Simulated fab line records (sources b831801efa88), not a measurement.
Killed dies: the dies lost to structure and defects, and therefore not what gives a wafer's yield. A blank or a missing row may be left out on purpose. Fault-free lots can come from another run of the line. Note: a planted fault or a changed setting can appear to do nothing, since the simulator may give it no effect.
fab line records    flow gf180mcu    part 2 of 2: steps 35 to 47 of 47
record lots=5  wafers=15  last_day=34
route steps=602 shown POLY_GATE@171 HV_LDD@176
lots untouched by any fault: they come from a run of this same line in which no faults occurred
start_h: the number of hours between the record's first day and the start of the first shown wafer of the lot    wait_h: how many hours have passed since the lot's step before this one    " the same as in the row above    L1.1+2: a single row standing in for several wafers    - value missing, or start not given    * or withheld: withheld    < > ~ a bound
route shown NAME@n: names a module that has steps shown in the file, with the first one's number in the route    usual: mean/standard deviation taken from wafers without a fault    same: alike in all rows    chamber/n: place in a boat    sites: readings site by site    _std_site: how widely they spread, as a standard deviation    _edge_site: inner sites' mean taken away from outer sites' mean    radius_mm: how far each site lies from the wafer's centre    mask NAME#n: copy n    behind: the tool/chamber that last shaped the wafer    hold: why the lot went on hold/how many hours it stayed there/how the hold came to an end    device: names the non-switching transistor (n, p or np)    end of line: tests run on the same wafers once the route is complete    a step with no rows: only its recipe    killed: at the first sort, the dies lost to defects and structure; wafer yield is something else    map: a wafer's dies, x killed, . not, _ none there
set.NAME: setting as actually run; set.NAME@STEP: the setting as run at that earlier step    model.NAME: the simulator's own value behind a step, which no gauge read
lots at some steps of the route; a table a step, a row a wafer
services: the hour from which a tool's chamber was out of use, counted from the record's first day as start_h (under 0 if before that day), plus the number of hours and why
## steps
# step GF_HV_LDD_PEB_29
# recipe temp_c=withheld  time_s=*  resist=NOVOLAK
lot.wafer   tool            chamber  start_h  wait_h
L078.1+4+6  litho_track-02  0        -        -
L080.1+3+4  litho_track-04  0        -        -
L082.3+4+6  litho_track-02  0        -        -
L088.4+5+6  litho_track-02  0        -        -
L095.2+5+6  litho_track-03  0        -        -
# step GF_HV_LDD_DEVELOP_30
# recipe develop_time_s=60  dev_temp_c=23
lot.wafer   tool            chamber  start_h  wait_h
L078.1+4+6  litho_track-02  0        282.12   0.1
L080.1+3+4  litho_track-04  0        300.52   0.1
L082.3+4+6  litho_track-02  0        312.67   0.1
L088.4+5+6  litho_track-02  0        360.39   0.1
L095.2+5+6  litho_track-03  0        420.63   0.1
# step GF_HV_LDD_CD_MEAS_31
# recipe target_cd_nm=400
# usual cd_nm=400.5/2.5
lot.wafer  tool       chamber  start_h  wait_h  cd_nm
L078.1     cd_sem-01  -        282.27   0.1     404.1
L078.4     "          -        "        "       402.8
L078.6     "          -        "        "       402.9
L080.1     cd_sem-01  -        300.67   0.1     399.5
L080.3     "          -        "        "       400.6
L080.4     "          -        "        "       399.2
L082.3     cd_sem-02  -        312.81   0.1     398.0
L082.4     "          -        "        "       396.4
L082.6     "          -        "        "       399.0
L088.4     cd_sem-01  -        360.53   0.1     397.9
L088.5     "          -        "        "       400.9
L088.6     "          -        "        "       401.0
L095.2     cd_sem-01  -        420.78   0.1     402.3
L095.5     "          -        "        "       400.6
L095.6     "          -        "        "       399.5
# step GF_HV_LDD_OVL_MEAS_32
# usual HV_LDD_02_OVL=-0.8/1.1
lot.wafer  tool        chamber  start_h  wait_h  HV_LDD_02_OVL[nm]
L078.1     overlay-02  -        282.39   0.1     -0.7
L078.4     "           -        "        "       -0.9
L078.6     "           -        "        "       -1.7
L080.1     overlay-01  -        300.79   0.1     -1.7
L080.3     "           -        "        "       -1.3
L080.4     "           -        "        "       -1.2
L082.3     overlay-01  -        312.90   0.1     -0.6
L082.4     "           -        "        "       -1.3
L082.6     "           -        "        "       0.9
L088.4     overlay-01  -        360.61   0.1     -0.2
L088.5     "           -        "        "       -0.7
L088.6     "           -        "        "       -0.9
L095.2     overlay-01  -        420.88   0.1     -0.6
L095.5     "           -        "        "       -1.3
L095.6     "           -        "        "       -0.9
# step GF_HV_LDD_IMPLANT_33
# recipe species=P  energy_kev=60  dose_cm2=7.5e+12  tilt_deg=30  rotation_deg=0
lot.wafer   tool          chamber  start_h  wait_h
L078.1+4+6  implanter-04  0        282.43   0.0
L080.1+3+4  implanter-02  0        300.82   0.0
L082.3+4+6  implanter-03  0        312.97   0.1
L088.4+5+6  implanter-02  0        360.70   0.1
L095.2+5+6  implanter-03  0        420.94   0.0
# step GF_HV_LDD_IMPLANT_34
# recipe species=P  energy_kev=60  dose_cm2=7.5e+12  tilt_deg=30  rotation_deg=90
lot.wafer   tool          chamber  start_h  wait_h
L078.1+4+6  implanter-04  0        282.58   0.1
L080.1+3+4  implanter-02  0        300.97   0.1
L082.3+4+6  implanter-03  0        313.12   0.1
L088.4+5+6  implanter-02  0        360.85   0.1
L095.2+5+6  implanter-03  0        421.09   0.1
# step GF_HV_LDD_IMPLANT_35
# recipe species=P  energy_kev=60  dose_cm2=7.5e+12  tilt_deg=30  rotation_deg=180
lot.wafer   tool          chamber  start_h  wait_h
L078.1+4+6  implanter-04  0        282.73   0.1
L080.1+3+4  implanter-02  0        301.12   0.1
L082.3+4+6  implanter-03  0        313.27   0.1
L088.4+5+6  implanter-02  0        361.00   0.1
L095.2+5+6  implanter-03  0        421.24   0.1
# step GF_HV_LDD_IMPLANT_36
# recipe species=P  energy_kev=60  dose_cm2=7.5e+12  tilt_deg=30  rotation_deg=270
lot.wafer   tool          chamber  start_h  wait_h
L078.1+4+6  implanter-04  0        282.88   0.1
L080.1+3+4  implanter-02  0        301.27   0.1
L082.3+4+6  implanter-03  0        313.42   0.1
L088.4+5+6  implanter-02  0        361.15   0.1
L095.2+5+6  implanter-03  0        421.39   0.1
# step GF_HV_LDD_STRIP_37
# recipe chemistry=O2/N2  power_w=1400  pressure_mtorr=1500  platen_temp_c=250  o2_flow_sccm=3000  n2_flow_sccm=300  overash_fraction=0.5
# usual drypump_motor_current_A=5.6/0.56  heater_power_w=338/27  oes_product_au=0.716/0.0047  strip_time_to_endpoint_s=12.63/0.033
lot.wafer  tool             chamber  start_h  wait_h  drypump_motor_current_A  heater_power_w  oes_product_au  rf_hours_counter_h  strip_time_to_endpoint_s
L078.1     plasma_asher-04  1        283.03   0.1     5.2                      302             0.714           70                  12.61
L078.4     "                1        "        "       5.3                      299             0.723           -                   12.59
L078.6     "                0        "        "       6.5                      331             0.705           -                   12.60
L080.1     plasma_asher-04  1        301.42   0.1     5.3                      298             0.725           72                  12.63
L080.3     "                0        "        "       6.5                      327             0.719           -                   12.64
L080.4     "                1        "        "       5.3                      303             0.718           -                   12.68
L082.3     plasma_asher-01  0        313.56   0.1     5.0                      325             0.717           -                   12.53
L082.4     "                1        "        "       6.1                      347             0.721           -                   12.57
L082.6     "                0        "        "       5.0                      329             0.718           -                   12.57
L088.4     plasma_asher-01  1        361.26   0.1     6.1                      349             0.718           -                   12.62
L088.5     "                1        "        "       6.0                      353             0.709           -                   12.61
L088.6     "                0        "        "       5.0                      325             0.717           -                   12.68
L095.2     plasma_asher-04  0        421.51   0.1     6.5                      325             0.718           82                  12.62
L095.5     "                0        "        "       6.6                      328             0.712           -                   12.70
L095.6     "                1        "        "       5.2                      311             0.712           -                   12.66
# step GF_HV_LDD_TW_MEAS_38
# usual HV_LDD_3_TW=1437/17
lot.wafer  tool           chamber  start_h  wait_h  HV_LDD_3_TW
L078.1     film_metro-04  -        283.13   0.1     1458
L078.4     "              -        "        "       1461
L078.6     "              -        "        "       1458
L080.1     film_metro-04  -        301.52   0.1     1452
L080.3     "              -        "        "       1448
L080.4     "              -        "        "       1456
L082.3     film_metro-04  -        313.64   0.1     1462
L082.4     "              -        "        "       1463
L082.6     "              -        "        "       1468
L088.4     film_metro-03  -        361.35   0.1     1429
L088.5     "              -        "        "       1432
L088.6     "              -        "        "       1429
L095.2     film_metro-03  -        421.62   0.1     1436
L095.5     "              -        "        "       1436
L095.6     "              -        "        "       1437
# step GF_HV_LDD_DEHYDRATE_39
# recipe temp_c=200  time_s=60
lot.wafer   tool            chamber  start_h  wait_h
L078.1+4+6  litho_track-03  0        292.31   9.2
L080.1+3+4  litho_track-04  0        311.17   9.6
L082.3+4+6  litho_track-04  0        323.47   9.8
L088.4+5+6  litho_track-03  0        372.28   10.9
L095.2+5+6  litho_track-03  0        432.63   11.0
# step GF_HV_LDD_HMDS_40
# recipe prime_time_s=60  prime_temp_c=120
lot.wafer   tool            chamber  start_h  wait_h
L078.1+4+6  litho_track-03  0        292.46   0.1
L080.1+3+4  litho_track-04  0        311.32   0.1
L082.3+4+6  litho_track-04  0        323.62   0.1
L088.4+5+6  litho_track-03  0        372.43   0.1
L095.2+5+6  litho_track-03  0        432.78   0.1
# step GF_HV_LDD_COAT_41
# recipe resist=NOVOLAK  spin_rpm=3000  resist_thk_nm=1000
# usual spin_speed_rpm=3000.2/1.8
lot.wafer  tool            chamber  start_h  wait_h  spin_speed_rpm
L078.1     litho_track-03  0        292.61   0.1     2999.2
L078.4     "               0        "        "       2998.4
L078.6     "               0        "        "       2998.4
L080.1     litho_track-04  0        311.47   0.1     3001.2
L080.3     "               0        "        "       3002.0
L080.4     "               0        "        "       3003.1
L082.3     litho_track-04  0        323.77   0.1     3003.5
L082.4     "               0        "        "       2999.5
L082.6     "               0        "        "       3000.6
L088.4     litho_track-03  0        372.58   0.1     3001.8
L088.5     "               0        "        "       3000.3
L088.6     "               0        "        "       2999.4
L095.2     litho_track-03  0        432.93   0.1     3001.0
L095.5     "               0        "        "       2999.4
L095.6     "               0        "        "       3001.1
## services
tool              chamber  start_h  hours  kind
implanter-03      -        204.31   1.1    repair
implanter-03      -        208.92   1.5    repair
implanter-04      -        213.40   18.6   repair
furnace-02        -        222.43   2.7    pm
wet_bench-02      -        224.61   3.8    repair
implanter-02      -        225.89   4.1    repair
wet_bench-02      -        243.36   4.4    pm
furnace-01        -        244.78   3.5    pm
plasma_asher-02   -        262.61   1.0    repair
plasma_asher-03   -        288.34   0.7    repair
iline_stepper-02  -        303.94   1.7    pm
iline_stepper-02  -        306.26   0.7    repair
implanter-04      -        313.18   5.6    repair
iline_stepper-01  -        315.34   1.7    pm
iline_stepper-02  -        318.00   2.1    pm
implanter-03      -        335.37   0.9    repair
furnace-01        -        335.74   21.7   pm
furnace-02        -        335.92   14.5   repair
implanter-02      -        368.47   4.5    pm
implanter-04      -        375.64   107.4  pm
plasma_asher-04   -        380.59   23.9   repair
plasma_asher-03   -        385.28   7.6    repair
furnace-01        -        412.78   4.2    pm
implanter-03      -        428.40   2.4    repair
